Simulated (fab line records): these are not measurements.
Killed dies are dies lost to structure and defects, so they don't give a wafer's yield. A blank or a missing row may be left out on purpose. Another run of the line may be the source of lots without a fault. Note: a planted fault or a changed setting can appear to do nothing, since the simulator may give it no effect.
fab line records	flow sfq_line
record lots=14	wafers=41	last_day=82
route steps=325 shown L0@4 L0V@16 I0@56
lots that met no fault: taken from a fault-free run of the same line
start_h: hours from the record's first day to the start of the lot's first wafer shown	wait_h: time in hours since the lot's previous step	" identical to the entry in the row above	L1.1+2: a single row standing in for several wafers	- no value present, or no start provided	* or withheld: withheld	< > ~ a bound
route shown NAME@n: names a module that has steps shown in the file, with the first one's number in the route	usual: mean/standard deviation taken from wafers without a fault	same: alike in all rows	chamber/n: place in a boat	sites: each site's reading	_std_site: the standard deviation of these	_edge_site: inner sites' mean taken away from outer sites' mean	radius_mm: how far each site lies from the wafer's centre	mask NAME#n: copy n	behind: tool/chamber where the wafer was last shaped	hold: what put the lot on hold/how long, in hours/how the hold closed	device: whichever transistor did not switch (one of n, p or np)	end of line: the tests these same wafers got at the end of their route	where a step has no rows: the recipe by itself	killed: dies lost to structure and defects at the first sort, not the wafer's yield	map: the dies of a wafer, with x for killed, . for not killed, _ for no die there
set.NAME: the setting that was run; set.NAME@STEP: the one run at that earlier step	model.NAME: the simulator's own value behind a step, which no gauge read
the route's steps for a sample of lots (tables are steps, rows are wafers)
services: when a tool's chamber went out of use (start_h, in hours from the record's first day, below 0 if earlier), for how many hours, and the reason
## steps
# step SFQ_L0_RS_MEAS_901
# recipe thk_meas_gauge=four-point-probe	reads=MoNx_KI_of_TRILAYER_L0_DEP_SPUTTER_003
# usual L0_MONX_KI_RS=43.5/0.6
lot.wafer	tool	chamber	start_h	wait_h	L0_MONX_KI_RS[ohm/sq]
L128.1	film_metro-02	-	12.56	0.0	43.8
L128.4	"	-	"	"	43.6
L128.6	"	-	"	"	43.3
L129.1	film_metro-04	-	17.56	0.0	42.8
L129.5	"	-	"	"	42.6
L129.6	"	-	"	"	43.3
L130.2	film_metro-02	-	22.58	0.1	43.8
L130.3	"	-	"	"	44.4
L130.6	"	-	"	"	44.0
L131.3	film_metro-02	-	27.60	0.1	43.9
L131.5	"	-	"	"	43.5
L131.6	"	-	"	"	44.1
L132.1	film_metro-02	-	32.56	0.0	43.4
L132.2	"	-	"	"	43.7
L132.5	"	-	"	"	43.8
L133.1	film_metro-04	-	37.56	0.0	42.8
L133.2	"	-	"	"	43.7
L133.6	"	-	"	"	43.4
L134.1	film_metro-04	-	42.56	0.0	42.7
L134.5	"	-	"	"	42.3
L134.6	"	-	"	"	42.8
L135.1	film_metro-02	-	47.56	0.0	42.9
L135.4	"	-	"	"	43.8
L135.5	"	-	"	"	43.9
L136.2	film_metro-01	-	52.58	0.1	44.6
L136.5	"	-	"	"	43.9
L136.6	"	-	"	"	44.4
L137.1	film_metro-01	-	57.56	0.0	42.7
L137.2	"	-	"	"	42.9
L137.6	"	-	"	"	43.3
L146.1	film_metro-04	-	102.56	0.0	43.7
L146.5	"	-	"	"	43.6
L146.6	"	-	"	"	43.3
L148.3	film_metro-04	-	112.60	0.1	43.6
L148.5	"	-	"	"	43.6
L149.3	film_metro-04	-	117.60	0.1	44.2
L149.4	"	-	"	"	43.1
L149.5	"	-	"	"	44.1
L150.2	film_metro-01	-	122.58	0.1	44.2
L150.4	"	-	"	"	43.2
L150.6	"	-	"	"	44.4
# step SFQ_TRILAYER_L0_CAP_PECVD_011
# recipe material=SiO2	temp_c=150	time_s=13.333	pressure_torr=2.4	rf_w=183.3	precursor=SiH4/N2O	target_thk_nm=60
# usual heater_power_w=93/16	throttle_valve_pct=24.1/1.2
lot.wafer	tool	chamber	start_h	wait_h	heater_power_w	throttle_valve_pct
L128.1	pecvd-01	1	81.12	0.0	109	25.7
L128.4	"	1	"	"	110	25.8
L128.6	"	2	"	"	85	25.2
L129.1	pecvd-04	0	87.11	0.0	98	22.5
L129.5	"	0	"	"	100	22.8
L129.6	"	1	"	"	102	23.1
L130.2	pecvd-01	0	91.91	0.0	74	25.4
L130.3	"	1	"	"	110	25.9
L130.6	"	0	"	"	71	25.0
L131.3	pecvd-04	1	96.71	0.0	116	23.0
L131.5	"	2	"	"	107	23.7
L131.6	"	0	"	"	92	22.8
L132.1	pecvd-04	2	102.71	0.0	102	23.4
L132.2	"	0	"	"	105	22.7
L132.5	"	0	"	"	109	22.7
L133.1	pecvd-04	1	105.11	0.0	109	23.1
L133.2	"	0	"	"	99	22.9
L133.6	"	1	"	"	108	23.6
L134.1	pecvd-02	1	109.91	0.0	77	22.2
L134.5	"	2	"	"	79	24.7
L134.6	"	0	"	"	80	24.5
L135.1	pecvd-04	1	115.91	0.0	102	23.0
L135.4	"	1	"	"	105	23.1
L135.5	"	2	"	"	104	23.6
L136.2	pecvd-04	0	121.91	0.0	96	22.7
L136.5	"	2	"	"	97	23.9
L136.6	"	1	"	"	114	23.1
L137.1	pecvd-02	2	125.01	0.0	75	24.8
L137.2	"	0	"	"	73	24.5
L137.6	"	0	"	"	71	24.6
L146.1	pecvd-02	1	189.97	0.0	87	22.3
L146.5	"	1	"	"	85	22.2
L146.6	"	0	"	"	76	24.7
L148.3	pecvd-02	2	209.41	0.0	75	24.8
L148.5	"	1	"	"	81	22.4
L149.3	pecvd-04	2	218.51	0.0	99	23.8
L149.4	"	2	"	"	100	23.9
L149.5	"	1	"	"	111	23.4
L150.2	pecvd-01	0	224.51	0.0	77	25.2
L150.4	"	2	"	"	81	25.5
L150.6	"	0	"	"	79	25.1
# step SFQ_TRILAYER_L0_VIA_ETCH_VIA_ETCH_016
# recipe target=SiO2	stop_on=MoNx_KI	mask_material=PR	chemistry=CHF3	target_depth_nm=80	source_w=500	bias_w=80	pressure_mtorr=30	time_s=withheld
# usual drypump_motor_current_A=5.8/0.35	oes_product_au=0.841/0.0078
lot.wafer	tool	chamber	start_h	wait_h	drypump_motor_current_A	oes_product_au
L128.1	rie_diel-01	3	154.70	0.0	5.9	0.842
L128.4	"	2	"	"	6.0	0.837
L128.6	"	2	"	"	6.0	0.850
L129.1	rie_diel-04	3	163.10	0.0	5.6	0.839
L129.5	"	2	"	"	6.0	0.830
L129.6	"	3	"	"	5.6	0.850
L130.2	rie_diel-03	3	171.50	0.0	5.2	0.842
L130.3	"	0	"	"	5.3	0.836
L130.6	"	0	"	"	5.3	0.850
L131.3	rie_diel-03	2	177.50	0.0	5.7	0.842
L131.5	"	1	"	"	6.7	0.837
L131.6	"	2	"	"	5.7	0.838
L132.1	rie_diel-01	1	187.97	0.0	5.4	0.839
L132.2	"	2	"	"	6.0	0.833
L132.5	"	1	"	"	5.4	0.843
L133.1	rie_diel-01	0	191.57	0.0	6.0	0.852
L133.2	"	3	"	"	5.9	0.826
L133.6	"	2	"	"	6.0	0.844
L134.1	rie_diel-01	3	205.00	0.0	6.0	0.842
L134.5	"	2	"	"	6.0	0.848
L134.6	"	1	"	"	5.4	0.841
L135.1	rie_diel-01	3	213.40	0.0	5.9	0.842
L135.4	"	1	"	"	5.4	0.848
L135.5	"	3	"	"	5.9	0.837
L136.2	rie_diel-01	0	221.80	0.0	6.0	0.837
L136.5	"	1	"	"	5.4	0.841
L136.6	"	0	"	"	6.0	0.857
L137.1	rie_diel-01	1	225.40	0.0	5.4	0.832
L137.2	"	3	"	"	5.9	0.847
L137.6	"	3	"	"	5.9	0.847
L146.1	rie_diel-01	1	289.89	0.0	5.4	0.850
L146.5	"	1	"	"	5.4	0.876
L146.6	"	2	"	"	6.1	0.835
L148.3	rie_diel-04	3	304.76	0.0	5.6	0.866
L148.5	"	3	"	"	5.6	0.880
L149.3	rie_diel-01	2	312.67	0.0	6.0	0.835
L149.4	"	2	"	"	6.1	0.836
L149.5	"	3	"	"	5.9	0.851
L150.2	rie_diel-04	3	319.87	0.0	5.6	0.841
L150.4	"	1	"	"	6.0	0.852
L150.6	"	2	"	"	6.1	0.842
# step SFQ_TRILAYER_L0_VIA_STRIP_STRIP_017
# recipe gas=O2	power_w=200	platen_temp_c=40	overash_fraction=0.65	chemistry=O2	pressure_mtorr=50
# usual drypump_motor_current_A=5.6/0.37	oes_product_au=0.993/0.015
lot.wafer	tool	chamber	start_h	wait_h	drypump_motor_current_A	oes_product_au	rf_hours_counter_h
L128.1	rie_metal-03	0	154.75	-	5.0	1.019	178
L128.4	"	0	"	"	5.0	1.017	-
L128.6	"	1	"	"	5.7	0.992	-
L129.1	rie_metal-01	1	163.15	-	6.1	0.986	153
L129.5	"	0	"	"	5.4	0.970	-
L129.6	"	1	"	"	6.1	0.981	-
L130.2	rie_metal-02	1	171.55	-	5.9	0.987	18
L130.3	"	1	"	"	5.9	0.993	-
L130.6	"	1	"	"	5.9	0.991	-
L131.3	rie_metal-01	1	177.75	-	6.1	0.983	-
L131.5	"	0	"	"	5.4	0.962	-
L131.6	"	1	"	"	6.1	0.985	-
L132.1	rie_metal-01	1	188.02	-	6.1	0.987	157
L132.2	"	0	"	"	5.3	0.965	85
L132.5	"	0	"	"	5.3	0.965	-
L133.1	rie_metal-01	1	191.62	-	6.1	0.994	158
L133.2	"	0	"	"	5.3	0.972	85
L133.6	"	0	"	"	5.3	0.964	-
L134.1	rie_metal-03	1	205.05	-	5.7	1.005	180
L134.5	"	1	"	"	5.7	0.999	-
L134.6	"	0	"	"	5.0	1.016	-
L135.1	rie_metal-03	0	213.45	-	5.0	1.009	188
L135.4	"	0	"	"	5.0	1.025	-
L135.5	"	1	"	"	5.7	1.001	-
L136.2	rie_metal-01	1	221.85	-	6.1	1.007	162
L136.5	"	0	"	"	5.3	0.971	-
L136.6	"	1	"	"	6.1	1.002	-
L137.1	rie_metal-01	0	225.45	-	5.3	0.970	90
L137.2	"	1	"	"	6.1	1.001	163
L137.6	"	0	"	"	5.3	0.977	-
L146.1	rie_metal-02	0	289.93	-	5.6	0.990	19
L146.5	"	0	"	"	5.7	0.983	-
L146.6	"	1	"	"	5.9	0.979	-
L148.3	rie_metal-02	0	305.01	-	5.7	0.989	-
L148.5	"	0	"	"	5.6	0.995	-
L149.3	rie_metal-01	0	312.92	-	5.4	0.970	-
L149.4	"	1	"	"	6.1	0.998	-
L149.5	"	0	"	"	5.4	0.974	-
L150.2	rie_metal-01	0	319.92	-	5.4	0.989	103
L150.4	"	1	"	"	6.1	1.005	-
L150.6	"	1	"	"	6.1	1.006	-
# step SFQ_TRILAYER_I0_VIA_STRIP_STRIP_035
# recipe gas=O2	power_w=200	platen_temp_c=40	overash_fraction=0.65	chemistry=O2	pressure_mtorr=50
# usual drypump_motor_current_A=5.6/0.37	oes_product_au=0.995/0.013
lot.wafer	tool	chamber	start_h	wait_h	drypump_motor_current_A	oes_product_au	rf_hours_counter_h
L128.1	rie_metal-04	1	369.56	-	5.2	1.011	40
L128.4	"	0	"	"	5.5	1.019	-
L128.6	"	1	"	"	5.2	1.014	-
L129.1	rie_metal-01	1	392.36	-	6.1	1.009	8
L129.5	"	0	"	"	5.3	0.995	-
L129.6	"	1	"	"	6.1	1.000	-
L130.2	rie_metal-04	0	399.56	-	5.5	1.019	32
L130.3	"	0	"	"	5.5	1.008	-
L130.6	"	1	"	"	5.2	1.019	-
L131.3	rie_metal-03	1	414.36	-	5.7	1.004	-
L131.5	"	1	"	"	5.7	0.994	-
L131.6	"	1	"	"	5.7	0.995	-
L132.1	rie_metal-01	0	424.99	-	5.3	0.989	119
L132.2	"	1	"	"	6.1	0.989	14
L132.5	"	0	"	"	5.3	0.994	-
L133.1	rie_metal-03	1	430.99	-	5.7	0.992	22
L133.2	"	1	"	"	5.7	1.001	-
L133.6	"	1	"	"	5.7	0.972	-
L134.1	rie_metal-03	0	445.39	-	5.0	1.005	33
L134.5	"	0	"	"	5.0	0.995	-
L134.6	"	1	"	"	5.7	0.982	-
L135.1	rie_metal-01	0	451.39	-	5.4	1.002	122
L135.4	"	0	"	"	5.3	1.001	-
L135.5	"	1	"	"	6.1	0.990	-
L136.2	rie_metal-01	0	463.52	-	5.4	0.989	123
L136.5	"	0	"	"	5.4	0.995	-
L136.6	"	1	"	"	6.1	0.998	-
L137.1	rie_metal-03	1	469.52	-	5.7	1.001	27
L137.2	"	0	"	"	5.0	0.996	35
L137.6	"	1	"	"	5.7	0.993	-
L146.1	rie_metal-03	0	579.52	-	5.0	1.011	51
L146.5	"	1	"	"	5.6	0.977	-
L146.6	"	0	"	"	5.0	1.009	-
L148.3	rie_metal-01	1	601.64	-	6.1	0.997	-
L148.5	"	1	"	"	6.1	0.991	-
L149.3	rie_metal-01	0	612.24	-	5.4	0.969	-
L149.4	"	1	"	"	6.0	0.986	-
L149.5	"	0	"	"	5.3	0.963	-
L150.2	rie_metal-04	0	618.04	-	5.5	0.992	65
L150.4	"	0	"	"	5.5	1.000	-
L150.6	"	1	"	"	5.2	1.020	-
## services
tool	chamber	start_h	hours	kind
rie_diel-01	1	83.97	10.3	repair
pecvd-04	0	124.30	5.2	repair
pecvd-04	-	128.36	9.3	repair
rie_metal-03	-	151.01	0.2	repair
rie_diel-01	0	203.65	8.6	repair
rie_diel-01	2	206.35	21.2	repair
rie_metal-03	1	242.45	19.5	repair
rie_metal-01	0	279.19	10.5	repair
rie_metal-03	-	284.16	3.1	repair
rie_diel-01	-	292.60	0.1	repair
rie_diel-01	3	336.58	8.8	repair
rie_metal-01	-	341.61	12.1	repair
rie_metal-01	1	346.13	21.6	repair
rie_diel-01	2	374.45	10.8	repair
rie_metal-03	0	412.41	23.6	repair
pecvd-04	2	443.38	20.6	repair
pecvd-04	0	448.68	16.3	repair
rie_diel-01	0	512.66	3.9	repair
rie_diel-01	-	559.22	2.8	pm
rie_metal-01	-	572.97	0.3	repair
pecvd-04	-	596.17	2.8	pm
pecvd-04	0	599.87	6.5	repair
rie_diel-01	-	606.65	1.0	repair
rie_diel-01	-	607.66	14.6	pm
## key
first_sign step=SFQ_TRILAYER_L0_VIA_ETCH_VIA_ETCH_016	reading=oes_product_au	direction=up	sigmas=4.3	usual=0.841	struck=0.874
effect none on later readings
met_at SFQ_TRILAYER_L0_CAP_PECVD_011
struck_lots L146,L148
struck_wafers L146.5,L148.3,L148.5
not_acting_at SFQ_L0_RS_MEAS_901,SFQ_TRILAYER_L0_VIA_STRIP_STRIP_017,SFQ_TRILAYER_I0_VIA_STRIP_STRIP_035
onset_between 125.01 189.97
fault kind=process_parameter_drift	tool=pecvd-02	chamber=-	onset_h=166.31	steps=SFQ_TRILAYER_L0_CAP_PECVD_011	channel=time_s	offset=*	shape=step	end_h=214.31	scope=struck_wafers_only	acts_in=*	stated=*
